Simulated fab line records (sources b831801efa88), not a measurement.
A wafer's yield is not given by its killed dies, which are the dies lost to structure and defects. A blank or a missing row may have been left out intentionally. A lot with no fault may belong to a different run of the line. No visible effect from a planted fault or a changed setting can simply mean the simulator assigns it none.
Which tool did it?    flow gf180mcu    42 wafers from 14 lots sampled at 4 of the route's 602 steps

== WHAT THE GAUGES SHOWED, per wafer ==
GF_CONTACT_BOW_MEAS_05.
lot   measured      on             CONTACT_BOW (um)
L309  day 15 11:35  film metro-02  65 59 61
L311  day 15 19:09  film metro-02  61 60 59
L312  day 16 04:10  film metro-02  60 57 54
L313  day 16 17:20  film metro-01  72 75 77
L314  day 17 02:03  film metro-01  70 66 70
L315  day 17 11:19  film metro-01  69 82 78
L317  day 17 20:41  film metro-02  59 68 73
L318  day 18 10:47  film metro-01  74 72 77
L324  day 20 22:37  film metro-01  67 54 59
L327  day 21 19:59  film metro-02  60 61 74
L329  day 22 10:52  film metro-04  69 72 66
L330  day 22 13:40  film metro-04  74 81 70
L331  day 23 06:56  film metro-01  65 71 59
L332  day 23 08:41  film metro-02  57 67 63

GF_V1_THK_MEAS_03.
lot   measured      on             V1_CVD_02_THK (nm)
L309  day 17 11:55  film metro-01  847 856 845
L311  day 17 19:22  film metro-01  841 830 839
L312  day 18 04:10  film metro-04  839 857 856
L313  day 18 18:02  film metro-03  835 831 864
L314  day 19 03:13  film metro-04  843 842 850
L315  day 19 13:19  film metro-03  839 846 865
L317  day 19 23:32  film metro-04  821 832 830
L318  day 20 14:26  film metro-04  842 827 850
L324  day 23 00:53  film metro-04  835 837 854
L327  day 23 20:32  film metro-01  822 838 847
L329  day 24 11:35  film metro-01  840 854 855
L330  day 24 13:17  film metro-04  844 852 848
L331  day 25 06:15  film metro-04  842 842 839
L332  day 25 07:17  film metro-01  848 843 859

== WHAT TOOL EACH LOT RAN ON (gives the tool, then ch and the chambers of the sampled wafers, and finally the start) ==
lot   GF_M1_SPUTTER_04              GF_M1_STRIP_18
L309  pvd sputter-03, day 16 12:06  wet bench-04 ch 0, day 17 11:16
L311  pvd sputter-02, day 16 19:14  wet bench-04 ch 1, day 17 18:44
L312  pvd sputter-03, day 17 04:02  wet bench-04 ch 3, day 18 03:32
L313  pvd sputter-03, day 17 16:58  wet bench-02 ch 1, day 18 17:23
L314  pvd sputter-03, day 18 02:43  wet bench-03 ch 1, day 19 02:29
L315  pvd sputter-03, day 18 12:11  wet bench-03 ch 3, day 19 12:41
L317  pvd sputter-04, day 18 22:08  wet bench-03 ch 1, day 19 22:54
L318  pvd sputter-02, day 19 13:23  wet bench-02 ch 3, day 20 13:48
L324  pvd sputter-02, day 22 00:32  wet bench-03 ch 3, day 23 00:14
L327  pvd sputter-02, day 22 20:21  wet bench-02 ch 2, day 23 19:53
L329  pvd sputter-02, day 23 11:56  wet bench-03 ch 0, day 24 10:56
L330  pvd sputter-04, day 23 13:50  wet bench-02 ch 0, day 24 12:37
L331  pvd sputter-03, day 24 07:09  wet bench-03 ch 3, day 25 05:34
L332  pvd sputter-03, day 24 08:31  wet bench-02 ch 0, day 25 06:35
- GF_M1_SPUTTER_04: material TiN, target thk 50 nm, time 41.7 s.
- GF_M1_STRIP_18: strips in post etch residue remover, time 1200 s.

== WHAT THE TOOLS THEMSELVES READ (means of the sampled wafers that have a number; where no wafer has one, the mark that the record gives instead) ==
GF_M1_SPUTTER_04.
lot   tool            throttle valve pct (%)
L309  pvd sputter-03  29.4
L311  pvd sputter-02  29.7
L312  pvd sputter-03  29.7
L313  pvd sputter-03  29.9
L314  pvd sputter-03  30.7
L315  pvd sputter-03  30.6
L317  pvd sputter-04  30.4
L318  pvd sputter-02  29.6
L324  pvd sputter-02  29.8
L327  pvd sputter-02  29.7
L329  pvd sputter-02  29.7
L330  pvd sputter-04  30.0
L331  pvd sputter-03  30.5
L332  pvd sputter-03  30.0

GF_M1_STRIP_18.
lot   tool          bath guard temp C (C)  bath heat duty pct (%)
L309  wet bench-04  71.4                   12.9
L311  wet bench-04  72.6                   15.8
L312  wet bench-04  73.1                   17.2
L313  wet bench-02  71.7                   14.6
L314  wet bench-03  72.8                   14.8
L315  wet bench-03  71.8                   14.3
L317  wet bench-03  -                      -
L318  wet bench-02  -                      -
L324  wet bench-03  71.8                   13.7
L327  wet bench-02  72.7                   15.7
L329  wet bench-03  72.5                   16.7
L330  wet bench-02  72.0                   14.8
L331  wet bench-03  71.9                   14.0
L332  wet bench-02  71.9                   15.6

== THE ANSWER, worked out from the rows above alone ==
Rule: usual is defined by the lots themselves. The widest of any qualifying gaps counts: lots, ordered by their means at a reading, are off when they make up no more than a third of the lots, leave a main group of 4 or more, and stand apart from it by 3 or more times the standard deviation of that group's means. If all means in a main group match to the digits the tables above print for the reading, that group is not used. Also off: a lot with no number at a reading for which 4 or more lots have one. The other lots that the step has rows for count as sound. After the gauges, taken in route order, come the tools' own readings; for these a lot's mean is taken, as printed above. At the first step where some lot is off, the reading lying furthest off is the one used; lots without a number count as furthest.
Off at GF_M1_STRIP_18 (bath guard temp C): L317, L318. Without a number there: L317, L318. The main group has a mean of 72.2 C with a standard deviation of 0.51.
If a tool, at that step or one of the process steps before it, ran each lot that is off and ran no sound lot following the first of them, it fits. Not one of the candidates tried fits.

== WHAT WAS PUT IN BY THE SIMULATOR ==
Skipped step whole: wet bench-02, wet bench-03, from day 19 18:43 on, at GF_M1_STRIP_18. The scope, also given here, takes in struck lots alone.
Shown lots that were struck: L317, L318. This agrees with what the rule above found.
